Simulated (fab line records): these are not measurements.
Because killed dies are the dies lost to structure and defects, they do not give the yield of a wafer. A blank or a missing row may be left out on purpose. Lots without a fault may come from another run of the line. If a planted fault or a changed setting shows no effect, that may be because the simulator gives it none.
Chamber matching :: flow sky130 :: 4 sister chambers for SKY_VIA1_CMP_24 on cmp-01
The step polishes, stops on SiO2, t overpolish 15 s, target thk 0 nm. 4 wafers are shown with their chamber, then 12 later ones without.

== WAFERS WITH THEIR CHAMBER ==
wafer: L087.3
chamber: 2
motor current A (A): 12.7

wafer: L090.1
chamber: 0
motor current A (A): 10.2

wafer: L091.2
chamber: 3
motor current A (A): 11.0

wafer: L091.5
chamber: 1
motor current A (A): 12.1

== WAFERS WITH NO CHAMBER GIVEN ==
wafer: L092.1
motor current A (A): 11.1

wafer: L092.3
motor current A (A): 12.1

wafer: L092.5
motor current A (A): 10.7

wafer: L093.3
motor current A (A): 11.3

wafer: L093.4
motor current A (A): 10.7

wafer: L093.5
motor current A (A): 12.4

wafer: L094.1
motor current A (A): 10.9

wafer: L094.2
motor current A (A): 11.1

wafer: L094.5
motor current A (A): 10.4

wafer: L095.2
motor current A (A): 13.3

wafer: L095.3
motor current A (A): 11.6

wafer: L095.5
motor current A (A): 11.7

== CHAMBER TAKEN BY EACH ==
wafer: L092.1
from the rows above: 3
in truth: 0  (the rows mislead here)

wafer: L092.3
from the rows above: can't be placed: 1 or 2
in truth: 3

wafer: L092.5
from the rows above: can't be placed: 3 or 0
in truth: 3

wafer: L093.3
from the rows above: can't be placed: 3 or 1
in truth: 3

wafer: L093.4
from the rows above: can't be placed: 3 or 0
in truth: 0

wafer: L093.5
from the rows above: can't be placed: 2 or 1
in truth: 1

wafer: L094.1
from the rows above: can't be placed: 3 or 0
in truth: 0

wafer: L094.2
from the rows above: 3
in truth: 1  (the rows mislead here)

wafer: L094.5
from the rows above: can't be placed: 0 or 3
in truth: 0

wafer: L095.2
from the rows above: can't be placed: 2 or 1
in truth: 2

wafer: L095.3
from the rows above: can't be placed: 1 or 3 or 2
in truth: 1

wafer: L095.5
from the rows above: can't be placed: 1 or 3 or 2
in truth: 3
Correctly placed: 0 of 12. Can't be placed from these rows: 10 (the true chamber is among the candidates in 9). Wrongly placed: 2.
How it was worked out, from the rows above alone: a wafer's distance from a chamber is the root of the sum, over the readings, of the square of ((its reading less the chamber's mean) divided by the reading's scatter). If the next closest chamber is less than 2 further off than the closest, the wafer can't be placed; otherwise it belongs to the closest. Each chamber's mean is taken over the wafers shown for it. The scatter (one wafer shown for each chamber): square how far every hidden wafer sits from the nearest shown wafer, average those squares and take the square root.
